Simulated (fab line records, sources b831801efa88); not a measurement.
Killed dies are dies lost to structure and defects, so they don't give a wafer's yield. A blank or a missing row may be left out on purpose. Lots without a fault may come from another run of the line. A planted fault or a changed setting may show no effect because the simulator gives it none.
fab line records | flow sky130
record lots=5 wafers=15 last_day=49
route steps=708 shown METAL3@563 VIA3@573 METAL4@598 CAP2M@603 PAD_OPEN@708
lots that met no fault: from a run of the same line without faults
start_h: hours from the record's first day to the start of the lot's first wafer shown | wait_h: hours since the lot's step before | " the same as in the row above | L1.1+2: a row that stands for several wafers | - no value, or no start given | * or withheld: withheld | < > ~ a bound
route shown NAME@n: a module of which the file shows steps, and the number in the route of the first | usual: mean/standard deviation of fault-free wafers | same: alike in all rows | chamber/n: place in a boat | sites: the reading at each site | _std_site: their standard deviation | _edge_site: outer sites' mean less inner sites' | radius_mm: how far each site lies from the wafer's centre | mask NAME#n: copy n | behind: the tool/chamber that last shaped the wafer | hold: why the lot was held/for how many hours/how that ended | device: the transistor (n, p or np) that didn't switch | end of line: the same wafers' tests at the end of the route | a step without rows: its recipe alone | killed: dies lost to structure and defects at the first sort, not the wafer's yield | map: a wafer's dies, x killed, . not, _ none there
set.NAME: the setting as run; set.NAME@STEP: as run at that earlier step | model.NAME: the simulator's own value behind a step, which no gauge read
lots at some steps of the route; a table a step, a row a wafer
services: from which hour (start_h, from the record's first day; less than 0 if before it) a tool's chamber was out of use, for how many hours, and why
## steps
# step SKY_METAL3_CD_MEAS_13
# recipe target_cd_nm=300
# usual cd_nm=300.0/1.4
# columns lot.wafer tool chamber start_h wait_h cd_nm
L241.3 cd_sem-02 - 933.29 - 299.6
L241.4 " - " " 299.8
L241.6 " - " " 301.8
L245.1 cd_sem-02 - 951.40 - 301.9
L245.3 " - " " 301.1
L245.5 " - " " 302.1
L246.1 cd_sem-01 - 956.80 - 300.5
L246.5 " - " " 300.3
L246.6 " - " " 300.7
L254.2 cd_sem-01 - 1017.97 - 299.2
L254.4 " - " " 299.6
L254.5 " - " " 298.7
L255.1 cd_sem-02 - 1022.56 - 296.9
L255.4 " - " " 299.2
L255.5 " - " " 299.2
# step SKY_METAL3_OVL_MEAS_14
# usual METAL3_OVL=-2/5.6
# columns lot.wafer tool chamber start_h wait_h METAL3_OVL[nm]
L241.3 overlay-02 - 933.39 0.1 -8
L241.4 " - " " -2
L241.6 " - " " -8
L245.1 overlay-02 - 951.52 0.1 -16
L245.3 " - " " -13
L245.5 " - " " -16
L246.1 overlay-02 - 956.92 0.1 -9
L246.5 " - " " 0
L246.6 " - " " 2
L254.2 overlay-01 - 1018.07 0.1 -5
L254.4 " - " " -1
L254.5 " - " " 6
L255.1 overlay-02 - 1022.68 0.1 -1
L255.4 " - " " 8
L255.5 " - " " -1
# step SKY_METAL3_DESCUM_15
# recipe chemistry=O2 source_power_w=150 bias_power_w=0 pressure_mtorr=10 temp_c=40 time_s=8
# step SKY_METAL3_ETCH_16
# recipe chemistry=N2/H2 target=BARC ion_energy_ev=200 bias_w=100 pressure_mtorr=30 n2_flow_sccm=100 h2_flow_sccm=200 icp_w=500 stop_on=SiO2 time_s=88.2 target_depth_a=600
# usual drypump_motor_current_A=6.0/0.39 oes_product_au=0.626/0.0041 throttle_valve_pct=13.204/0.0088
# columns lot.wafer tool chamber start_h wait_h drypump_motor_current_A oes_product_au rf_hours_counter_h throttle_valve_pct
L241.3 rie_metal-02 1 933.47 0.0 5.5 0.628 - 13.201
L241.4 " 0 " " 6.4 0.632 - 13.191
L241.6 " 1 " " 5.5 0.631 - 13.206
L245.1 rie_metal-03 0 951.61 0.1 5.5 0.623 13 13.208
L245.3 " 0 " " 5.5 0.627 - 13.193
L245.5 " 0 " " 5.5 0.627 - 13.200
L246.1 rie_metal-02 1 956.99 0.0 5.5 0.631 4 13.214
L246.5 " 1 " " 5.5 0.619 - 13.210
L246.6 " 0 " " 6.4 0.620 - 13.199
L254.2 rie_metal-04 0 1018.13 0.0 6.5 0.630 19 13.206
L254.4 " 0 " " 6.5 0.628 - 13.206
L254.5 " 1 " " 6.0 0.628 - 13.221
L255.1 rie_metal-02 1 1022.74 0.0 5.5 0.625 8 13.200
L255.4 " 0 " " 6.3 0.630 - 13.212
L255.5 " 1 " " 5.5 0.633 - 13.210
# step SKY_METAL3_ETCH_17
# recipe target=SiO2 stop_on=TiN chemistry=C4F8/O2/Ar source_w=1500 bias_w=1200 pressure_mtorr=40 c4f8_flow_sccm=withheld O2_flow_sccm=6 Ar_flow_sccm=300 time_s=3.9 target_depth_a=150
# step SKY_METAL3_METAL_ETCH_18
# recipe target_depth_a=8450 stop_on=SiO2 over_etch_frac=0.3 time_s=183.1 chemistry=Cl2/BCl3 resist_sidewall_deg=88 pressure_mtorr=10 icp_w=900 bias_w=48.5 Cl2_flow_sccm=60 bcl3_flow_sccm=30
# step SKY_METAL3_STRIP_19
# recipe chemistry=O2/N2 power_w=1400 pressure_mtorr=1500 platen_temp_c=withheld o2_flow_sccm=3000 n2_flow_sccm=300 overash_fraction=0.5
# step SKY_METAL3_STRIP_20
# recipe chemistry=post_etch_residue_remover time_s=1200 temp_c=72.5
# step SKY_METAL3_CLEAN_21
# recipe chemistry=IPA time_s=180 temp_c=25
# step SKY_METAL3_CLEAN_22
# recipe chemistry=O3/DIW dry=n2_spin
# step SKY_VIA3_HDPCVD_00
# recipe material=SiO2 target_thk_nm=1635 sigma_open_frac=0.3 time_s=272.5 temp_c=400 sih4_flow_sccm=60 pressure_mtorr=6
# step SKY_VIA3_THK_MEAS_01
# recipe reads=SiO2_of_VIA3_HDPCVD_00
# usual VIA3_HDPCVD_THK=1638/16
# columns lot.wafer tool chamber start_h wait_h VIA3_HDPCVD_THK[nm]
L241.3 film_metro-04 - 934.52 0.1 1635
L241.4 " - " " 1641
L241.6 " - " " 1643
L245.1 film_metro-04 - 952.77 0.1 1636
L245.3 " - " " 1653
L245.5 " - " " 1644
L246.1 film_metro-01 - 958.95 0.1 1645
L246.5 " - " " 1638
L246.6 " - " " 1641
L254.2 film_metro-01 - 1019.20 0.1 1655
L254.4 " - " " 1681
L254.5 " - " " 1645
L255.1 film_metro-03 - 1023.80 0.1 1597
L255.4 " - " " 1640
L255.5 " - " " 1623
# step SKY_VIA3_CMP_02
# recipe material=SiO2 down_force_psi=4 platen_rpm=60 pad_velocity_m_s=0.94248
# usual motor_current_A=12.0/1.2
# columns lot.wafer tool chamber start_h wait_h motor_current_A model.SiO2_of_VIA3_HDPCVD_00.thk_nm
L241.3 cmp-02 1 934.61 0.1 11.9 464.8
L241.4 " 3 " " 10.5 464.8
L241.6 " 1 " " 11.7 465.8
L245.1 cmp-02 0 952.83 0.1 15.0 465.8
L245.3 " 1 " " 10.7 465.1
L245.5 " 1 " " 11.3 466
L246.1 cmp-02 1 959.01 0.1 11.6 877.3
L246.6 " 1 " " 11.5 465.9
L246.5 " 2 " " 12.9 875.6
L254.2 cmp-01 3 1019.30 0.1 11.9 464.6
L254.4 " 0 " " 13.3 464.1
L254.5 " 3 " " 12.2 464
L255.1 cmp-01 2 1023.96 0.1 12.0 463.6
L255.4 " 3 " " 11.4 463.6
L255.5 " 1 " " 11.8 464.3
# step SKY_VIA3_BOW_MEAS_03
# recipe mode=bow
# usual VIA3_BOW=79/7.2
# columns lot.wafer tool chamber start_h wait_h VIA3_BOW[um]
L241.3 film_metro-04 - 934.90 0.2 82
L241.4 " - " " 78
L241.6 " - " " 84
L245.1 film_metro-01 - 953.13 0.2 81
L245.3 " - " " 80
L245.5 " - " " 74
L246.1 film_metro-03 - 959.31 0.2 96
L246.5 " - " " 88
L246.6 " - " " 88
L254.2 film_metro-01 - 1019.57 0.2 82
L254.4 " - " " 85
L254.5 " - " " 89
L255.1 film_metro-04 - 1024.16 0.1 84
L255.4 " - " " 81
L255.5 " - " " 92
# step SKY_VIA3_DEHYDRATE_04
# recipe temp_c=200 time_s=60
# step SKY_VIA3_HMDS_05
# recipe prime_time_s=60 prime_temp_c=120
# step SKY_VIA3_COAT_06
# recipe resist=BARC temp_c=withheld time_s=withheld spin_rpm=3000 resist_thk_nm=60
# step SKY_VIA3_COAT_07
# recipe resist=KrF-thick spin_rpm=3000 resist_thk_nm=450
# step SKY_VIA3_SOFTBAKE_08
# recipe temp_c=100 time_s=90 resist=KrF-thick
# step SKY_VIA3_EXPOSE_09
# recipe mask_id=VIM3 na=0.8 source_shape=annular sigma_inner=0.55 sigma_outer=0.85 target_cd_nm=200 dose_mj=38
# step SKY_VIA3_PEB_10
# recipe peb_temp_c=withheld peb_time_s=withheld resist=KrF-thick
# step SKY_VIA3_DEVELOP_11
# recipe develop_time_s=60 resist=KrF-thick dev_temp_c=21
# step SKY_VIA3_CD_MEAS_12
# recipe target_cd_nm=200
# usual cd_nm=200.5/1.2
# columns lot.wafer tool chamber start_h wait_h cd_nm
L241.3 cd_sem-01 - 959.44 - 200.5
L241.4 " - " " 201.3
L241.6 " - " " 201.0
L245.1 cd_sem-01 - 977.47 - 201.0
L245.3 " - " " 200.3
L245.5 " - " " 200.7
L246.1 cd_sem-01 - 983.25 - 200.4
L246.5 " - " " 199.6
L246.6 " - " " 199.4
L254.2 cd_sem-01 - 1042.78 - 200.0
L254.4 " - " " 199.8
L254.5 " - " " 199.9
L255.1 cd_sem-02 - 1047.61 - 199.5
L255.4 " - " " 199.0
L255.5 " - " " 199.5
# step SKY_VIA3_OVL_MEAS_13
# usual VIA3_OVL=-1/5.1
# columns lot.wafer tool chamber start_h wait_h VIA3_OVL[nm]
L241.3 overlay-01 - 959.54 0.1 4
L241.4 " - " " 0
L241.6 " - " " 0
L245.1 overlay-01 - 977.59 0.1 3
L245.3 " - " " 7
L245.5 " - " " -5
L246.1 overlay-01 - 983.37 0.1 3
L246.5 " - " " -2
L246.6 " - " " 4
L254.2 overlay-01 - 1042.88 0.1 -5
L254.4 " - " " 3
L254.5 " - " " -6
L255.1 overlay-02 - 1047.73 0.1 -7
L255.4 " - " " -9
L255.5 " - " " -4
# step SKY_VIA3_ETCH_14
# recipe chemistry=N2/H2 target=BARC ion_energy_ev=200 source_w=500 bias_w=100 pressure_mtorr=30 n2_flow_sccm=100 h2_flow_sccm=200 stop_on=SiO2 time_s=45.9 target_depth_a=600
# usual drypump_motor_current_A=5.8/0.47 oes_product_au=0.854/0.0049 throttle_valve_pct=13.223/0.0095
# columns lot.wafer tool chamber start_h wait_h drypump_motor_current_A oes_product_au rf_hours_counter_h throttle_valve_pct
L241.3 rie_diel-03 1 959.56 0.0 5.2 0.861 15 13.234
L241.4 " 3 " " 5.4 0.848 24 13.211
L241.6 " 3 " " 5.4 0.852 - 13.225
L245.1 rie_diel-02 0 977.63 0.0 6.2 0.847 13 13.207
L245.3 " 2 " " 6.0 0.855 25 13.242
L245.5 " 0 " " 6.2 0.849 - 13.218
L246.1 rie_diel-03 3 983.41 0.0 5.4 0.853 25 13.238
L246.5 " 2 " " 6.4 0.852 - 13.214
L246.6 " 1 " " 5.2 0.859 - 13.230
L254.2 rie_diel-01 2 1042.91 0.0 5.2 0.846 20 13.226
L254.4 " 1 " " 6.4 0.849 19 13.203
L254.5 " 2 " " 5.2 0.860 - 13.237
L255.1 rie_diel-01 0 1047.77 0.0 5.8 0.849 9 13.212
L255.4 " 2 " " 5.2 0.853 20 13.211
L255.5 " 2 " " 5.2 0.853 - 13.232
# step SKY_VIA3_ETCH_15
# recipe target=SiO2 chemistry=C4F8/O2/Ar target_depth_nm=507 stop_on=TiN mask_material=KrF-thick source_w=1500 bias_w=1200 pressure_mtorr=40 c4f8_flow_sccm=withheld O2_flow_sccm=6 Ar_flow_sccm=300 time_s=78
# usual oes_product_au=0.946/0.0046
# columns lot.wafer tool chamber start_h wait_h oes_product_au model.VIA3.feature_depth_nm model.etch.depth_nm
L241.3 rie_diel-03 1 959.60 0.0 0.940 464.8 464.8
L241.4 " 3 " " 0.950 464.8 464.8
L241.6 " 3 " " 0.950 465.8 465.8
L245.1 rie_diel-02 0 977.67 0.0 0.944 465.8 465.8
L245.3 " 2 " " 0.938 465.1 465.1
L245.5 " 0 " " 0.950 466 466
L246.1 rie_diel-03 3 983.45 0.0 0.988 495.3 495.3
L246.5 " 2 " " 1.003 509.2 509.2
L246.6 " 1 " " 0.950 465.9 465.9
L254.2 rie_diel-01 2 1042.95 0.0 0.943 464.7 464.6
L254.4 " 1 " " 0.942 464.1 464.1
L254.5 " 2 " " 0.942 464 464
L255.1 rie_diel-01 0 1047.81 0.0 0.937 463.6 463.6
L255.4 " 2 " " 0.939 463.6 463.6
L255.5 " 2 " " 0.946 464.3 464.3
# step SKY_VIA3_STRIP_16
# recipe chemistry=O2/N2 power_w=1400 pressure_mtorr=1500 platen_temp_c=withheld o2_flow_sccm=3000 n2_flow_sccm=300 overash_fraction=0.5
# usual drypump_motor_current_A=6.0/0.44 oes_product_au=0.403/0.0046 strip_time_to_endpoint_s=4.140/0.027
# columns lot.wafer tool chamber start_h wait_h drypump_motor_current_A oes_product_au rf_hours_counter_h strip_time_to_endpoint_s
L241.3 plasma_asher-04 1 959.69 0.1 5.3 0.396 - 4.158
L241.4 " 0 " " 6.0 0.406 - 4.145
L241.6 " 1 " " 5.3 0.405 - 4.160
L245.1 plasma_asher-01 1 977.73 0.0 6.6 0.396 23 4.125
L245.3 " 0 " " 6.1 0.397 - 4.122
L245.5 " 1 " " 6.7 0.403 - 4.099
L246.1 plasma_asher-03 0 983.51 0.0 5.8 0.409 90 4.171
L246.5 " 1 " " 5.7 0.407 - 4.116
L246.6 " 0 " " 5.8 0.399 - 4.143
L254.2 plasma_asher-01 0 1043.01 0.0 6.1 0.403 29 4.171
L254.4 " 1 " " 6.7 0.406 - 4.133
L254.5 " 1 " " 6.7 0.406 - 4.181
L255.1 plasma_asher-01 0 1047.87 0.0 6.1 0.407 30 4.149
L255.4 " 1 " " 6.7 0.404 - 4.170
L255.5 " 1 " " 6.7 0.406 - 4.169
# step SKY_VIA3_STRIP_17
# recipe chemistry=post_etch_residue_remover time_s=1200 temp_c=72.5
# step SKY_VIA3_CLEAN_18
# recipe chemistry=IPA time_s=180 temp_c=25
# step SKY_VIA3_CLEAN_19
# recipe chemistry=O3/DIW dry=n2_spin
# step SKY_VIA3_SPUTTER_20
# recipe material=TiN target_thk_nm=20 chamber_pressure_pa=5 power_w=4000 time_s=80
# step SKY_VIA3_CVD_21
# recipe material=W target_thk_nm=390 time_s=117.31 temp_c=400 pressure_torr=40
# usual heater_power_w=899/52
# columns lot.wafer tool chamber start_h wait_h heater_power_w
L241.3 cvd_w-02 1 960.36 0.1 909
L241.4 " 0 " " 986
L241.6 " 1 " " 915
L245.1 cvd_w-01 1 978.42 0.0 829
L245.3 " 0 " " 869
L245.5 " 1 " " 817
L246.1 cvd_w-02 0 984.17 0.0 984
L246.5 " 1 " " 906
L246.6 " 0 " " 983
L254.2 cvd_w-01 1 1043.72 0.0 833
L254.4 " 1 " " 852
L254.5 " 0 " " 898
L255.1 cvd_w-01 1 1048.53 0.0 837
L255.4 " 0 " " 904
L255.5 " 0 " " 888
# step SKY_VIA3_RS_MEAS_22
# recipe thk_meas_gauge=four-point-probe reads=W_of_VIA3_CVD_21+TiN_of_VIA3_SPUTTER_20
# usual VIA3_W_RS=0.295/0.0047
# columns lot.wafer tool chamber start_h wait_h VIA3_W_RS[ohm/sq]
L241.3 film_metro-01 - 960.48 0.1 0.289
L241.4 " - " " 0.299
L241.6 " - " " 0.288
L245.1 film_metro-01 - 978.54 0.1 0.293
L245.3 " - " " 0.299
L245.5 " - " " 0.297
L246.1 film_metro-04 - 984.29 0.1 0.300
L246.5 " - " " 0.294
L246.6 " - " " 0.300
L254.2 film_metro-01 - 1043.86 0.1 0.297
L254.4 " - " " 0.296
L254.5 " - " " 0.302
L255.1 film_metro-03 - 1048.65 0.1 0.297
L255.4 " - " " 0.301
L255.5 " - " " 0.298
# step SKY_VIA3_THK_MEAS_23
# recipe thk_meas_gauge=xrf reads=W_of_VIA3_CVD_21
# usual VIA3_W_THK=388/7.5
# columns lot.wafer tool chamber start_h wait_h VIA3_W_THK[nm]
L241.3 film_metro-01 - 960.58 0.1 396
L241.4 " - " " 384
L241.6 " - " " 403
L245.1 film_metro-01 - 978.66 0.1 393
L245.3 " - " " 380
L245.5 " - " " 387
L246.1 film_metro-04 - 984.41 0.1 388
L246.5 " - " " 397
L246.6 " - " " 390
L254.2 film_metro-01 - 1043.97 0.1 390
L254.4 " - " " 394
L254.5 " - " " 387
L255.1 film_metro-03 - 1048.77 0.1 384
L255.4 " - " " 379
L255.5 " - " " 384
# step SKY_VIA3_CMP_24
# recipe stop_on=SiO2 t_overpolish_s=20 down_force_psi=3.5 platen_rpm=60 target_thk_nm=0 pad_velocity_m_s=0.94248
# step SKY_METAL4_SPUTTER_00
# recipe material=Ti target_thk_nm=15 power_w=3000 time_s=10 chamber_pressure_pa=0.4
# step SKY_METAL4_SPUTTER_01
# recipe material=TiN target_thk_nm=20 power_w=6500 time_s=16.7 chamber_pressure_pa=0.4
# usual throttle_valve_pct=30.0/0.91
# columns lot.wafer tool chamber start_h wait_h throttle_valve_pct
L241.3 pvd_sputter-01 - 960.94 0.0 29.5
L241.4 " - " " 30.7
L241.6 " - " " 30.0
L245.1 pvd_sputter-02 - 979.05 0.0 29.0
L245.3 " - " " 29.6
L245.5 " - " " 29.6
L246.1 pvd_sputter-01 - 984.80 0.0 29.8
L246.5 " - " " 30.8
L246.6 " - " " 29.7
L254.2 pvd_sputter-02 - 1044.34 0.0 29.4
L254.4 " - " " 28.8
L254.5 " - " " 29.1
L255.1 pvd_sputter-03 - 1049.15 0.0 30.5
L255.4 " - " " 32.0
L255.5 " - " " 31.3
# step SKY_METAL4_SPUTTER_02
# recipe material=AlCu target_thk_nm=735 power_w=10600 time_s=39.1 chamber_pressure_pa=0.4
# step SKY_METAL4_SPUTTER_03
# recipe material=Ti target_thk_nm=5 power_w=3000 time_s=3.3 chamber_pressure_pa=0.4
# step SKY_METAL4_SPUTTER_04
# recipe material=TiN target_thk_nm=70 power_w=6500 time_s=58.3 chamber_pressure_pa=0.4
# step SKY_CAP2M_CVD_00
# recipe material=SiO2 target_thk_nm=15.5 temp_c=400 time_s=withheld rf_w=450
# step SKY_CAP2M_THK_MEAS_01
# recipe reads=SiO2_of_CAP2M_CVD_00
# usual CAP2M_CVD_00_THK=15.57/0.24
# columns lot.wafer tool chamber start_h wait_h CAP2M_CVD_00_THK[nm]
L241.3 film_metro-03 - 961.11 - 15.67
L241.4 " - " " 15.94
L241.6 " - " " 16.08
L245.1 film_metro-02 - 979.20 - 15.57
L245.3 " - " " 15.47
L245.5 " - " " 15.51
L246.1 film_metro-03 - 984.96 - 15.36
L246.5 " - " " 15.61
L246.6 " - " " 15.51
L254.2 film_metro-01 - 1044.51 - 15.68
L254.4 " - " " 15.45
L254.5 " - " " 15.56
L255.1 film_metro-03 - 1049.31 - 15.14
L255.4 " - " " 15.64
L255.5 " - " " 15.74
# step SKY_METAL4_METAL_ETCH_18
# recipe target_depth_a=8450 stop_on=SiO2 over_etch_frac=0.3 time_s=183.1 chemistry=Cl2/BCl3 resist_sidewall_deg=88 pressure_mtorr=10 icp_w=900 bias_w=48.5 Cl2_flow_sccm=60 bcl3_flow_sccm=30
# usual drypump_motor_current_A=5.7/0.47 oes_product_au=0.866/0.0069 throttle_valve_pct=22.264/0.011
# columns lot.wafer tool chamber start_h wait_h drypump_motor_current_A oes_product_au rf_hours_counter_h throttle_valve_pct model.SiO2_of_VIA3_HDPCVD_00.thk_nm
L241.3 rie_metal-02 1 1009.02 0.1 5.5 0.867 - 22.269 434.9
L241.4 " 0 " " 6.3 0.875 - 22.268 434.6
L241.6 " 0 " " 6.4 0.875 - 22.268 435.5
L245.1 rie_metal-03 0 1026.22 0.0 5.6 0.872 18 22.269 435.5
L245.3 " 1 " " 5.9 0.869 - 22.251 435.1
L245.5 " 1 " " 5.9 0.879 - 22.257 435.9
L246.1 rie_metal-01 0 1031.61 0.0 4.9 0.859 15 22.270 847.6
L246.5 " 0 " " 4.9 0.862 - 22.256 845.7
L246.6 " 1 " " 5.7 0.860 - 22.276 436
L254.2 rie_metal-02 0 1089.40 0.0 6.4 0.862 23 22.259 435.3
L254.4 " 0 " " 6.3 0.863 - 22.268 434.7
L254.5 " 0 " " 6.3 0.861 - 22.261 434.7
L255.1 rie_metal-02 0 1093.55 0.0 6.4 0.861 23 22.256 433.3
L255.4 " 0 " " 6.4 0.856 - 22.248 433.5
L255.5 " 1 " " 5.5 0.862 - 22.251 434.3
# step SKY_PAD_OPEN_PROBE_99
# usual defect_limited_yield=82.5/1.9 killed_at_M0_to_M3=43/6.8 killed_at_M4_up=3.2/1.7 killed_at_contacts=24/5.7 killed_at_front_end=16/4.3 killed_at_other=0.3/0.56 killed_dies=86/9.5 killed_open=47/6.9 killed_short=39/5.8
# same gross_dies=492 killed_at_back_side=0
# columns lot.wafer tool chamber start_h wait_h defect_limited_yield[%] killed_at_M0_to_M3 killed_at_M4_up killed_at_contacts killed_at_front_end killed_at_other killed_dies killed_open killed_short model.etest.tester.sort_n_pass model.etest.tester.sort_yield_pct model.etest.tester.sort_bin_5_pct model.etest.met4_comb.leak_log10_a_um model.etest.res_ndiff.open model.etest.nfet_01v8_turned.open model.etest.pfet_g5v0d10v5.open model.etest.field_p.under_floor
L241.3 prober-02 - 1102.64 0.2 82.9 31 5 23 24 1 84 42 42 408 82.93 8.943 -11.93 0 0 0 0
L241.4 prober-02 - 1102.69 0.2 82.3 50 2 16 19 0 87 41 46 405 82.32 12.2 -11.94 0 0 0 0
L241.6 prober-02 - 1102.79 0.2 84.3 39 4 21 13 0 77 44 33 415 84.35 9.146 -12.04 0 0 0 0
L245.1 prober-01 - 1117.31 0.1 84.8 32 2 23 18 0 75 42 33 417 84.76 8.537 -11.8 0 0 0 0
L245.3 prober-01 - 1117.41 0.2 81.9 42 1 24 22 0 89 45 44 403 81.91 9.959 -12.03 0 0 0 0
L245.5 prober-01 - 1117.51 0.2 83.9 30 4 27 18 0 79 43 35 413 83.94 8.943 -12.01 0 0 0 0
L246.1 prober-02 - 1120.92 0.1 81.3 59 4 22 7 0 92 60 32 0 0 92.36 -10.96 1 1 1 1
L246.5 prober-02 - 1121.12 0.2 80.1 53 3 26 16 0 98 50 48 0 0 90.05 -10.69 1 1 1 1
L246.6 prober-02 - 1121.17 0.2 76.0 55 4 37 21 1 118 70 48 374 76.02 14.23 -12 0 0 0 0
L254.2 prober-02 - 1171.87 0.1 81.5 48 4 26 12 1 91 45 45 401 81.5 13.01 -12.01 0 0 0 0
L254.4 prober-02 - 1171.97 0.2 81.1 36 3 39 15 0 93 50 43 399 81.1 12.2 -11.98 0 0 0 0
L254.5 prober-02 - 1172.02 0.2 80.3 52 4 30 11 0 97 53 44 395 80.28 10.77 -12.07 0 0 0 0
L255.1 prober-01 - 1176.46 0.1 84.3 41 1 20 15 0 77 50 26 415 84.35 9.35 -11.99 0 0 0 0
L255.4 prober-01 - 1176.61 0.2 79.9 45 4 27 23 0 99 48 50 393 79.88 12.4 -12.02 0 0 0 0
L255.5 prober-01 - 1176.66 0.2 77.4 64 6 18 23 0 111 62 48 381 77.44 15.04 -11.96 0 0 0 0
# killed by level:class
L241.3 VIA2:geometric_particle:open=10 FIELD_ISO:geometric_particle:short=8 CONTACT:geometric_particle:open=8 FIELD_ISO:geometric_particle:open=7 LI_CONTACT:geometric_particle:open=5 CONTACT:geometric_particle:short=5 METAL4:geometric_particle:short=5 POLY_GATE:geometric_particle:short=4
L241.4 VIA3:geometric_particle:open=11 POLY_GATE:geometric_particle:short=9 VIA1:geometric_particle:open=7 METAL1:geometric_particle:short=6 VIA1:geometric_particle:short=6 CONTACT:geometric_particle:short=5 CONTACT:geometric_particle:open=5 METAL2:geometric_particle:short=5
L241.6 VIA1:geometric_particle:open=8 CONTACT:geometric_particle:open=7 VIA2:geometric_particle:open=6 VIA3:geometric_particle:open=6 FIELD_ISO:geometric_particle:open=5 VIA1:geometric_particle:short=5 LI_CONTACT:geometric_particle:open=4 CONTACT:geometric_particle:short=4
L245.1 CONTACT:geometric_particle:open=8 VIA2:geometric_particle:open=7 FIELD_ISO:geometric_particle:open=6 POLY_GATE:geometric_particle:short=6 LI_CONTACT:geometric_particle:open=6 VIA1:geometric_particle:open=6 METAL2:geometric_particle:short=6 VIA1:geometric_particle:short=5
L245.3 CONTACT:geometric_particle:open=12 FIELD_ISO:geometric_particle:short=8 POLY_GATE:geometric_particle:short=8 VIA1:geometric_particle:open=7 VIA2:geometric_particle:open=7 METAL2:geometric_particle:short=6 VIA3:geometric_particle:open=6 LI_CONTACT:geometric_particle:open=5
L245.5 CONTACT:geometric_particle:open=14 VIA1:geometric_particle:open=8 POLY_GATE:geometric_particle:open=6 POLY_GATE:geometric_particle:short=6 LI_CONTACT:geometric_particle:open=4 CONTACT:geometric_particle:short=4 VIA3:geometric_particle:short=4 LI_CONTACT:geometric_particle:short=3
L246.1 VIA2:geometric_particle:open=12 LI_CONTACT:geometric_particle:open=12 VIA1:geometric_particle:open=12 VIA3:geometric_particle:open=9 VIA1:geometric_particle:short=8 CONTACT:geometric_particle:open=5 METAL2:geometric_particle:short=5 VIA2:geometric_particle:short=4
L246.5 VIA1:geometric_particle:open=17 LI_CONTACT:geometric_particle:open=9 VIA3:geometric_particle:short=7 CONTACT:geometric_particle:open=6 METAL1:geometric_particle:short=6 FIELD_ISO:geometric_particle:open=5 CONTACT:geometric_particle:short=5 METAL2:geometric_particle:short=5
L246.6 VIA1:geometric_particle:open=17 LI_CONTACT:geometric_particle:open=13 VIA2:geometric_particle:open=10 CONTACT:geometric_particle:short=7 VIA3:geometric_particle:open=7 VIA1:geometric_particle:short=7 CONTACT:geometric_particle:open=6 LI_CONTACT:geometric_particle:short=6
L254.2 CONTACT:geometric_particle:open=8 VIA2:geometric_particle:open=8 VIA1:geometric_particle:open=7 LI_CONTACT:geometric_particle:open=7 METAL2:geometric_particle:short=7 METAL3:geometric_particle:short=7 VIA2:geometric_particle:short=6 METAL1:geometric_particle:short=5
L254.4 CONTACT:geometric_particle:open=15 VIA3:geometric_particle:open=7 LI_CONTACT:geometric_particle:open=6 LOCAL_INTERCONNECT:geometric_particle:short=6 CONTACT:geometric_particle:short=6 VIA1:geometric_particle:open=6 POLY_GATE:geometric_particle:open=5 LI_CONTACT:geometric_particle:short=5
L254.5 CONTACT:geometric_particle:open=14 VIA3:geometric_particle:open=12 VIA1:geometric_particle:short=10 LI_CONTACT:geometric_particle:open=8 VIA1:geometric_particle:open=6 VIA2:geometric_particle:open=6 METAL3:geometric_particle:short=5 CONTACT:geometric_particle:short=5
L255.1 VIA1:geometric_particle:open=17 CONTACT:geometric_particle:open=8 LI_CONTACT:geometric_particle:open=7 VIA2:geometric_particle:open=5 POLY_GATE:geometric_particle:short=4 VIA1:geometric_particle:short=4 METAL2:geometric_particle:short=4 POLY_GATE:geometric_particle:open=3
L255.4 VIA1:geometric_particle:open=12 VIA1:geometric_particle:short=10 CONTACT:geometric_particle:open=9 LI_CONTACT:geometric_particle:open=7 POLY_GATE:geometric_particle:open=6 VIA2:geometric_particle:open=5 POLY_GATE:geometric_particle:short=4 LI_CONTACT:geometric_particle:short=4
L255.5 VIA1:geometric_particle:open=15 VIA3:geometric_particle:open=12 VIA1:geometric_particle:short=8 VIA2:geometric_particle:open=8 FIELD_ISO:geometric_particle:open=7 METAL2:geometric_particle:short=7 FIELD_ISO:geometric_particle:short=6 CONTACT:geometric_particle:open=6
## services
# columns tool chamber start_h hours kind
cmp-01 - 912.06 4.0 pm
rie_diel-02 0 913.73 2.1 repair
cmp-02 - 933.24 1.0 repair
rie_diel-01 3 942.61 4.4 repair
rie_metal-03 1 948.72 16.2 repair
rie_diel-01 1 980.43 18.8 repair
rie_diel-02 - 994.60 15.6 pm
cvd_w-02 0 1000.98 6.5 repair
cvd_w-01 - 1009.37 6.9 pm
rie_diel-02 2 1014.01 16.6 repair
cvd_w-02 - 1016.27 2.8 pm
rie_diel-03 - 1024.52 15.6 pm
cmp-02 - 1028.40 4.0 pm
rie_diel-01 0 1030.83 5.2 repair
rie_diel-03 0 1040.67 4.8 repair
cmp-01 - 1042.68 2.2 pm
rie_diel-03 1 1042.71 4.4 repair
rie_diel-03 - 1047.35 0.5 repair
rie_diel-01 - 1059.89 1.9 repair
cmp-02 - 1066.73 4.9 pm
rie_diel-03 - 1082.09 0.4 repair
cvd_w-01 - 1083.11 0.9 repair
cmp-02 - 1084.47 4.0 pm
rie_diel-03 1 1088.08 15.1 repair
## key
first_sign step=SKY_VIA3_ETCH_15 reading=oes_product_au direction=up sigmas=11 usual=0.946 struck=0.996
effect none on later readings
model_effect step=SKY_VIA3_CMP_02 value=SiO2_of_VIA3_HDPCVD_00.thk_nm without=465.3 struck=876.5
model_effect step=SKY_VIA3_ETCH_15 value=VIA3.feature_depth_nm without=465.3 struck=502.3
model_effect step=SKY_METAL4_METAL_ETCH_18 value=SiO2_of_VIA3_HDPCVD_00.thk_nm without=435.4 struck=846.6
model_effect step=SKY_PAD_OPEN_PROBE_99 value=etest.tester.sort_n_pass without=397 struck=0
met_at SKY_VIA3_CMP_02
struck_wafers L246.1,L246.5
onset_between 952.83 959.01
fault kind=process_parameter_drift tool=cmp-02 chamber=- onset_h=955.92 steps=SKY_VIA3_CMP_02 channel=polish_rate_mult offset=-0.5 shape=step end_h=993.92 scope=struck_wafers_only
